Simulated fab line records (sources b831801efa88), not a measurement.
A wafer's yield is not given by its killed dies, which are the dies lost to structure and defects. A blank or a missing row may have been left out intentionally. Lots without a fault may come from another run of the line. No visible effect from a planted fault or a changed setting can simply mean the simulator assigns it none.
Which tool did it? / flow gf180mcu / 13 lots with 38 wafers sampled at 4 steps, on a route of 602 steps

== WHAT THE GAUGES READ, wafer by wafer ==
GF_V3_THK_MEAS_01.
lot=L378; measured=day 21 10:05; on=film metro-01; V3_CVD_00_THK (nm)=609 611 602
lot=L379; measured=day 21 19:52; on=film metro-02; V3_CVD_00_THK (nm)=594 609 606
lot=L380; measured=day 22 06:21; on=film metro-04; V3_CVD_00_THK (nm)=597 598 595
lot=L381; measured=day 22 09:47; on=film metro-04; V3_CVD_00_THK (nm)=608 609 606
lot=L382; measured=day 23 00:33; on=film metro-02; V3_CVD_00_THK (nm)=593 591 600
lot=L383; measured=day 23 08:20; on=film metro-02; V3_CVD_00_THK (nm)=604 585 604
lot=L384; measured=day 23 15:59; on=film metro-02; V3_CVD_00_THK (nm)=607 599 612
lot=L385; measured=day 23 18:49; on=film metro-02; V3_CVD_00_THK (nm)=602 609 602
lot=L386; measured=day 24 14:08; on=film metro-01; V3_CVD_00_THK (nm)=601 612 606
lot=L387; measured=day 24 17:02; on=film metro-02; V3_CVD_00_THK (nm)=609 602 612
lot=L388; measured=day 25 01:28; on=film metro-01; V3_CVD_00_THK (nm)=613 612 609
lot=L397; measured=day 27 17:36; on=film metro-01; V3_CVD_00_THK (nm)=590 593
lot=L401; measured=day 28 20:54; on=film metro-04; V3_CVD_00_THK (nm)=596 597 598

GF_V3_OVL_MEAS_15.
lot=L378; measured=day 22 10:50; on=overlay-01; V3_OVL (nm)=0 1 -5
lot=L379; measured=day 22 20:19; on=overlay-02; V3_OVL (nm)=3 11 7
lot=L380; measured=day 23 06:40; on=overlay-01; V3_OVL (nm)=14 2 6
lot=L381; measured=day 23 09:11; on=overlay-01; V3_OVL (nm)=2 0 0
lot=L382; measured=day 23 23:17; on=overlay-01; V3_OVL (nm)=-14 -15 -12
lot=L383; measured=day 24 07:19; on=overlay-02; V3_OVL (nm)=-8 -7 -13
lot=L384; measured=day 24 15:32; on=overlay-02; V3_OVL (nm)=5 6 1
lot=L385; measured=day 24 17:19; on=overlay-01; V3_OVL (nm)=-5 1 -11
lot=L386; measured=day 25 12:16; on=overlay-01; V3_OVL (nm)=-1 -8 -11
lot=L387; measured=day 25 15:26; on=overlay-01; V3_OVL (nm)=-8 -10 -6
lot=L388; measured=day 25 23:04; on=overlay-01; V3_OVL (nm)=6 6 7
lot=L397; measured=day 28 13:14; on=overlay-02; V3_OVL (nm)=-3 -3
lot=L401; measured=day 29 16:32; on=overlay-01; V3_OVL (nm)=0 3 3

== TOOL THAT RAN EACH LOT (tool first, then ch and the chambers of the sampled wafers, then the start) ==
lot=L378; GF_V2_CMP_26=cmp-02 ch 0,3, day 20 07:58; GF_V3_SOFTBAKE_10=litho track-04 ch 0, day 21 22:00
lot=L379; GF_V2_CMP_26=cmp-02 ch 0,1,2, day 20 18:39; GF_V3_SOFTBAKE_10=litho track-03 ch 0, day 22 08:00
lot=L380; GF_V2_CMP_26=cmp-02 ch 0,1,3, day 21 05:44; GF_V3_SOFTBAKE_10=litho track-04 ch 0, day 22 18:00
lot=L381; GF_V2_CMP_26=cmp-01 ch 0,1,2, day 21 08:14; GF_V3_SOFTBAKE_10=litho track-01 ch 0, day 22 21:00
lot=L382; GF_V2_CMP_26=cmp-01 ch 0,1, day 22 00:25; GF_V3_SOFTBAKE_10=litho track-03 ch 0, day 23 12:00
lot=L383; GF_V2_CMP_26=cmp-01 ch 1,2, day 22 07:58; GF_V3_SOFTBAKE_10=litho track-03 ch 0, day 23 19:00
lot=L384; GF_V2_CMP_26=cmp-02 ch 2,3, day 22 15:19; GF_V3_SOFTBAKE_10=litho track-04 ch 0, day 24 04:00
lot=L385; GF_V2_CMP_26=cmp-01 ch 0,2,3, day 22 19:33; GF_V3_SOFTBAKE_10=litho track-03 ch 0, day 24 06:00
lot=L386; GF_V2_CMP_26=cmp-01 ch 0,1,3, day 23 14:44; GF_V3_SOFTBAKE_10=litho track-04 ch 0, day 25 01:00
lot=L387; GF_V2_CMP_26=cmp-02 ch 0,3, day 23 17:37; GF_V3_SOFTBAKE_10=litho track-01 ch 0, day 25 04:00
lot=L388; GF_V2_CMP_26=cmp-01 ch 0,1,2, day 24 01:58; GF_V3_SOFTBAKE_10=litho track-03 ch 0, day 25 12:00
lot=L397; GF_V2_CMP_26=cmp-02 ch 0,3, day 26 19:52; GF_V3_SOFTBAKE_10=litho track-03 ch 0, day 28 04:00
lot=L401; GF_V2_CMP_26=cmp-02 ch 1,2,3, day 28 00:28; GF_V3_SOFTBAKE_10=litho track-01 ch 0, day 29 06:00
- GF_V2_CMP_26: polishes, stops on SiO2, t overpolish 15 s, target thk 0 nm.
- GF_V3_SOFTBAKE_10: time 60 s.

== AS READ BY THE TOOLS THEMSELVES (means over the sampled wafers that have a number; for cases with no such wafer, the mark the record gives instead) ==
GF_V2_CMP_26.
lot=L378; tool=cmp-02; edge zone pressure frac=0.997; motor current A (A)=11.6; overpolish run s (s)=15.000; time to endpoint s (s)=84.5
lot=L379; tool=cmp-02; edge zone pressure frac=1.000; motor current A (A)=11.7; overpolish run s (s)=14.997; time to endpoint s (s)=86.0
lot=L380; tool=cmp-02; edge zone pressure frac=1.003; motor current A (A)=11.4; overpolish run s (s)=15.001; time to endpoint s (s)=83.0
lot=L381; tool=cmp-01; edge zone pressure frac=0.997; motor current A (A)=10.2; overpolish run s (s)=14.999; time to endpoint s (s)=88.0
lot=L382; tool=cmp-01; edge zone pressure frac=1.002; motor current A (A)=10.0; overpolish run s (s)=15.002; time to endpoint s (s)=85.8
lot=L383; tool=cmp-01; edge zone pressure frac=0.998; motor current A (A)=10.2; overpolish run s (s)=14.991; time to endpoint s (s)=83.4
lot=L384; tool=cmp-02; edge zone pressure frac=0.998; motor current A (A)=11.2; overpolish run s (s)=14.996; time to endpoint s (s)=85.2
lot=L385; tool=cmp-01; edge zone pressure frac=0.996; motor current A (A)=11.2; overpolish run s (s)=14.997; time to endpoint s (s)=83.6
lot=L386; tool=cmp-01; edge zone pressure frac=1.002; motor current A (A)=11.0; overpolish run s (s)=15.001; time to endpoint s (s)=87.3
lot=L387; tool=cmp-02; edge zone pressure frac=1.003; motor current A (A)=12.2; overpolish run s (s)=15.001; time to endpoint s (s)=80.4
lot=L388; tool=cmp-01; edge zone pressure frac=1.003; motor current A (A)=10.2; overpolish run s (s)=15.015; time to endpoint s (s)=83.8
lot=L397; tool=cmp-02; edge zone pressure frac=1.002; motor current A (A)=11.8; overpolish run s (s)=15.005; time to endpoint s (s)=81.0
lot=L401; tool=cmp-02; edge zone pressure frac=0.999; motor current A (A)=10.6; overpolish run s (s)=14.999; time to endpoint s (s)=85.7

GF_V3_SOFTBAKE_10.
lot=L378; tool=litho track-04; heater power total W (W)=93.05; run length s (s)=89.01
lot=L379; tool=litho track-03; heater power total W (W)=93.03; run length s (s)=89.41
lot=L380; tool=litho track-04; heater power total W (W)=93.07; run length s (s)=89.10
lot=L381; tool=litho track-01; heater power total W (W)=93.08; run length s (s)=89.17
lot=L382; tool=litho track-03; heater power total W (W)=93.06; run length s (s)=89.53
lot=L383; tool=litho track-03; heater power total W (W)=93.05; run length s (s)=89.36
lot=L384; tool=litho track-04; heater power total W (W)=93.03; run length s (s)=89.08
lot=L385; tool=litho track-03; heater power total W (W)=93.05; run length s (s)=89.42
lot=L386; tool=litho track-04; heater power total W (W)=92.99; run length s (s)=89.06
lot=L387; tool=litho track-01; heater power total W (W)=93.04; run length s (s)=89.10
lot=L388; tool=litho track-03; heater power total W (W)=93.02; run length s (s)=89.44
lot=L397; tool=litho track-03; heater power total W (W)=93.05; run length s (s)=98.30
lot=L401; tool=litho track-01; heater power total W (W)=93.10; run length s (s)=89.07

== THE ANSWER, worked out from the rows above alone ==
Rule: usual is defined by the lots themselves. The widest of any qualifying gaps counts: lots, ordered by their means at a reading, are off when they make up no more than a third of the lots, leave a main group of 4 or more, and stand apart from it by 3 or more times the standard deviation of that group's means. If all means in a main group match to the digits the tables above print for the reading, that group is not used. A lot without any number at a reading at which 4 lots or more have one is off too. All remaining lots with rows at the step are treated as sound. The gauges are gone through in route order, then the tools' own readings, and for those a lot's mean is taken as printed above. At the first step where some lot is off, the reading lying furthest off is the one used; lots without a number count as furthest.
Off: L397, at GF_V3_SOFTBAKE_10 (run length s). Mean 89.23 s and standard deviation 0.18 in the main group.
If a tool, at that step or one of the process steps before it, ran each lot that is off and ran no sound lot following the first of them, it fits. One fits: litho track-03 at GF_V3_SOFTBAKE_10. Its last sound lot is L388 (day 25 12:00), its first lot that is off L397 (day 28 04:00): a fault that began between those two fits.
On the lots that are off, the tool's own readings at GF_V3_SOFTBAKE_10 differ by more than 5 times the standard deviation of the sound lots' means, which bears it out; run length s reads 98.30 s there versus 89.23 s on the sound lots.

== WHAT WAS PUT IN BY THE SIMULATOR ==
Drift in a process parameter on litho track-03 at GF_V3_SOFTBAKE_10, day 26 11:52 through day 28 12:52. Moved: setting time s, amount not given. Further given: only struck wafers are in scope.
Struck lots among those shown: L397. The rule above reached the same finding.
